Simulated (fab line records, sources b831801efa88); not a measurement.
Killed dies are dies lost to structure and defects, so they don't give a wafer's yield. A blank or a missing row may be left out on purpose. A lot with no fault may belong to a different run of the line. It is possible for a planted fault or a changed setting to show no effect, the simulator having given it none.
Which tool did it? -- flow sky130 -- at 1 step of a route of 708, 12 lots with 36 wafers sampled

== WHAT EACH GAUGE READ, for each wafer ==
SKY_VT_ADJUST_PCH_OVL_MEAS_07.
lot,measured,on,VT_ADJUST_PCH_OVL (nm)
L075,day 10 10:11,overlay-01,0.1 0.0 -0.1
L077,day 11 03:31,overlay-02,0.6 2.0 -1.9
L079,day 12 00:48,overlay-01,0.9 2.1 1.3
L081,day 12 17:50,overlay-01,-1.7 -2.4 -1.8
L083,day 13 08:40,overlay-02,1.5 -1.4 -0.3
L085,day 13 18:25,overlay-02,-0.9 -0.1 -0.7
L087,day 14 16:46,overlay-01,-0.3 -0.8 -1.2
L089,day 15 04:36,overlay-01,1.6 0.2 0.5
L091,day 15 20:32,overlay-02,3.8 -0.4 3.2
L093,day 16 12:22,overlay-02,-0.1 -1.3 -0.7
L095,day 17 05:18,overlay-02,0.9 2.4 1.5
L096,day 17 22:58,overlay-02,0.4 3.1 0.8

== WHICH TOOL RAN EACH LOT (tool, then ch and the chambers of the sampled wafers, then the start) ==
There is no process step in the record ahead of these readings.

== THE ANSWER, worked out from the rows above alone ==
Rule: the lots themselves supply what counts as usual. Put in order of their means at a reading, lots are off if they are a third of the lots or fewer, leave a main group of 4 or more, and stand apart from it by a gap of 3 or more times the standard deviation of the main group's means; of several such gaps the widest counts. Not used: any main group whose means are identical at the precision the tables above print for the reading. A lot without any number at a reading at which 4 lots or more have one is off too. Where the step has rows for the other lots, those lots are counted as sound.
No lot is off on any of the readings shown, so nothing can be concluded from this.

== WHAT WAS PUT IN BY THE SIMULATOR ==
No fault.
